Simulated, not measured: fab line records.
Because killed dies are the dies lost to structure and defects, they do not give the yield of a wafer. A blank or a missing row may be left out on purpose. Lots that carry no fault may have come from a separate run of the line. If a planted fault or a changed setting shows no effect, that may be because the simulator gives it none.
Matching of chambers || flow sky130 || SKY_CONTACT_ETCH_16 on rieDiel-02 has 4 sister chambers
The step etches BARC in N2/H2, stops on SiO2, time 45.9 s, target depth 60 nm. 4 wafers are shown with their chamber, then 9 later ones without.

== WAFERS, EACH WITH ITS CHAMBER ==
{"wafer": "L091.1", "chamber": 1, "drypumpMotorCurrentA (A)": 6.0}
{"wafer": "L092.1", "chamber": 0, "drypumpMotorCurrentA (A)": 5.6}
{"wafer": "L092.3", "chamber": 2, "drypumpMotorCurrentA (A)": 6.4}
{"wafer": "L092.6", "chamber": 3, "drypumpMotorCurrentA (A)": 5.0}

== WAFERS WHOSE CHAMBER IS MISSING ==
{"wafer": "L093.3", "drypumpMotorCurrentA (A)": 6.3}
{"wafer": "L093.5", "drypumpMotorCurrentA (A)": 5.0}
{"wafer": "L093.6", "drypumpMotorCurrentA (A)": 5.5}
{"wafer": "L095.1", "drypumpMotorCurrentA (A)": 5.0}
{"wafer": "L095.5", "drypumpMotorCurrentA (A)": 5.0}
{"wafer": "L095.6", "drypumpMotorCurrentA (A)": 6.3}
{"wafer": "L096.2", "drypumpMotorCurrentA (A)": 6.0}
{"wafer": "L096.4", "drypumpMotorCurrentA (A)": 5.0}
{"wafer": "L096.6", "drypumpMotorCurrentA (A)": 5.5}

== EACH ONE'S CHAMBER ==
{"wafer": "L093.3", "from the rows above": 2, "in truth": 2}
{"wafer": "L093.5", "from the rows above": 3, "in truth": 3}
{"wafer": "L093.6", "from the rows above": 0, "in truth": 0}
{"wafer": "L095.1", "from the rows above": 3, "in truth": 3}
{"wafer": "L095.5", "from the rows above": 3, "in truth": 3}
{"wafer": "L095.6", "from the rows above": 2, "in truth": 2}
{"wafer": "L096.2", "from the rows above": 1, "in truth": 1}
{"wafer": "L096.4", "from the rows above": 3, "in truth": 3}
{"wafer": "L096.6", "from the rows above": 0, "in truth": 0}
Placed correctly: 9 of 9. Can't be placed from these rows: 0. Number placed wrongly: 0.
How it was worked out, from the rows above alone: a wafer's distance from a chamber is the root of the sum, over the readings, of the square of ((its reading less the chamber's mean) divided by the reading's scatter). If the next closest chamber is less than 2 further off than the closest, the wafer can't be placed; otherwise it belongs to the closest. Each chamber's mean is taken over the wafers shown for it. The scatter: with one shown wafer a chamber, the root of the mean of the squares of how far each hidden wafer lies from its nearest shown one.
